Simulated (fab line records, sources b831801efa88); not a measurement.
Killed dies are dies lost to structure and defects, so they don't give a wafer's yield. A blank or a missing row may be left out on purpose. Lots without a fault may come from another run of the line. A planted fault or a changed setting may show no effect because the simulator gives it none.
A struck lot beside a sound one | flow sky130 | 15 steps out of a route of 708
Sound: wafers L343.3, L343.5, L343.6. Struck: wafers L334.1, L334.3, L334.6. The cause comes at the end.
At each step with rows: each side's tool, then ch and its chambers, then its first start. Under that, the readings that differ: sound wafers | struck wafers | difference of the means | sigmas: that difference in standard deviations of wafers without a fault.
alike: readings whose means differ by less than 2 such deviations, and words and numbers that are the same on both sides. not compared: withheld readings, readings that some wafer has no value for, bounds like >300 that may hide the same value, and numbers for which the record gives no deviation and whose values overlap.
The two part at a step that has a row with sigmas, a row that says differs or no value, or rows on one side only. Numbers that don't overlap but have no deviation are shown without sigmas and don't part them. A reading that every wafer of one side lacks parts them only if that side has two wafers or more.

SKY_LI_CONTACT_BOW_MEAS_03:
  sound on film_metro-02, day 34 17:45; struck on film_metro-04, day 31 15:49
  alike: LI_CONTACT_BOW
then, 8 steps without rows for these wafers: SKY_LI_CONTACT_DEHYDRATE_04 (time 60 s); SKY_LI_CONTACT_HMDS_05 (prime time 60 s); SKY_LI_CONTACT_COAT_06 (resist thk 60 nm); SKY_LI_CONTACT_COAT_07 (resist thk 450 nm); SKY_LI_CONTACT_SOFTBAKE_08 (time 90 s); SKY_LI_CONTACT_EXPOSE_09 (exposes mask LICM1, target cd 170 nm); SKY_LI_CONTACT_PEB_10; SKY_LI_CONTACT_DEVELOP_11 (develop time 60 s).
SKY_LI_CONTACT_CD_MEAS_12: target cd 170 nm.
  sound on cd_sem-01, day 35 19:41; struck on cd_sem-01, day 32 19:11
  alike: cd_nm
SKY_LI_CONTACT_OVL_MEAS_13:
  sound on overlay-01, day 35 19:47; struck on overlay-01, day 32 19:19
  alike: LI_CONTACT_OVL
SKY_LI_CONTACT_ETCH_14: etches BARC in N2/H2, stops on SiO2, time 45.9 s, target depth 60 nm.
  sound on rie_diel-04 ch 1,2, day 35 19:49; struck on rie_diel-02 ch 2,3, day 32 19:20
  alike: bias_w, drypump_motor_current_A, oes_product_au, throttle_valve_pct
  not compared: rf_hours_counter_h
SKY_LI_CONTACT_ETCH_15: etches PSG in C4F8/O2/Ar, stops on Si, target depth 600 nm.
  sound on rie_diel-04 ch 1,2, day 35 19:51; struck on rie_diel-02 ch 2,3, day 32 19:23
  reading                                           | sound             | struck          | difference | sigmas
  bias_w (W)                                        | 1201 1200 1199    | 1071 1067 1071  | -130       | -43
  model.KrF-thick_of_LI_CONTACT_COAT_07.thk_nm (nm) | 226.6 231.1 228.2 | 238.1 239.2 238 | +9.8       |
  alike: oes_product_au
SKY_LI_CONTACT_STRIP_16: strips in O2/N2.
  sound on plasma_asher-04 ch 0,1, day 35 19:58; struck on plasma_asher-01 ch 0,1, day 32 19:28
  reading                      | sound             | struck            | difference | sigmas
  strip_time_to_endpoint_s (s) | 3.430 3.479 3.471 | 3.546 3.583 3.570 | +0.106     | +4
  alike: drypump_motor_current_A, o2_flow_sccm, oes_product_au
  not compared: rf_hours_counter_h
then, 1 step without rows for these wafers: SKY_PAD_OPEN_PROBE_99.

WHERE THEY PART
First at SKY_LI_CONTACT_ETCH_15; last, within this record, at SKY_LI_CONTACT_STRIP_16.

WHY: what the simulator had put in
Process parameter drift: rie_diel-02, from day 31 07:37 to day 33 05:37, at SKY_LI_CONTACT_ETCH_15. Setting bias_w, moved by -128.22, from 1200. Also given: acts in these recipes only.
